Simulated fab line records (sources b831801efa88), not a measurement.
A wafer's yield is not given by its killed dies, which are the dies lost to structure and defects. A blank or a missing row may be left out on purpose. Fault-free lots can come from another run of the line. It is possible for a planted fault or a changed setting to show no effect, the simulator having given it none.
Problem report, 8D (eight disciplines) form, completed by code / flow gf180mcu / the parts of the form that need people (team, actions taken, sign-off) are left out

1. THE ISSUE
V4_CVD_00_THK at GF_V4_THK_MEAS_01 reads a mean of 907 nm on 6 wafers of 2 lots; wafers without a fault read 601 nm with a standard deviation of 6.6. Relative to the usual mean, that is a shift of +46 standard deviations.
First seen on wafer L983.2, day 24 00:40, on filmMetro-02. The record has a number at this step for 36 wafers belonging to 12 lots. The rule behind "out" and "out of limits": a value lying over 4 standard deviations away from the usual mean. The other wafers with a number count as sound.

2. WHAT IT IS, WHAT IT ISN'T
question=which readings at this step | is=V4_CVD_00_THK | is not=-
question=which lots | is=L983, L986 | is not=L100, L101, L102, L103, L104, L982, L994, L995, L996, L998
question=which wafers of those lots | is=all that have a number | is not=-
question=read on which gauges | is=filmMetro-01, filmMetro-02 | is not=filmMetro-04
question=when | is=from day 24 00:40 | is not=up to then (3 sound wafers); but 27 sound wafers of L100, L101, L102, L103, L104, L994, L995, L996, L998 came after

3. THE SUSPECTS, EACH WITH WHAT RULES IT OUT
Counting: any tool at a process step up to the reading is kept as a suspect provided that every lot that is out went through it and no sound lot did after the first of them.
- the gauge at GF_V4_THK_MEAS_01: ruled out. The wafers that are out were read on 2 gauges (filmMetro-01, filmMetro-02).
- rieDiel-04 at GF_V3_ETCH_16 (etches BARC in N2/H2): ruled out as a lasting fault. Sound lots L995 ran on it after its first lot that is out, L983 (day 23 00:25).
- hdpcvd-02 at GF_V4_CVD_00 (deposits SiO2, target thk 600 nm, time 100 s): ruled out as a lasting fault. Sound lots L994, L995, L996, L100, L101, L102, L103, L104 ran on it after its first lot that is out, L983 (day 24 00:35).
Left after counting: nothing in the record.

4. THE CAUSE (what the simulator had put in)
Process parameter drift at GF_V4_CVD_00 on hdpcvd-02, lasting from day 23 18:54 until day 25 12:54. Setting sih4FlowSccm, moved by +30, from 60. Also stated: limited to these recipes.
Counting ruled it out, wrongly: the rule takes a fault to strike every lot that its tool runs from its start on, and this one did not.

5. SEQUENCE OF EFFECTS, ordered by route
One row per reading whose mean, taken over the struck wafers that have a number, lies over 3 standard deviations from the usual. Scope: only readings with a usual standard deviation given in the record; hours: median across lots of the time from each lot's start at the first step in this table that gives one to its start at this step; sigmas: change in usual standard deviations.
hours=0; step=GF_V4_CVD_00; reading=sih4FlowSccm; usual=60.00 sccm; on struck wafers=90.02; change=+30.02; sigmas=+99 or more
hours=0; step=GF_V4_THK_MEAS_01; reading=V4_CVD_00_THK; usual=601 nm; on struck wafers=907; change=+306; sigmas=+46
Its process steps:
- GF_V4_CVD_00: deposits SiO2, target thk 600 nm, time 100 s.

6. WHAT WOULD HAVE CAUGHT IT SOONER
Counted from the fault's start at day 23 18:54, it took 6 hours until the first out-of-limits reading at a measuring or inspecting step in this record, taken at day 24 00:40.
At GF_V4_CVD_00, the tool's own readings (sih4FlowSccm) were out on each struck wafer the step has a row for, so an alarm limit on them would have fired on the first such wafer.
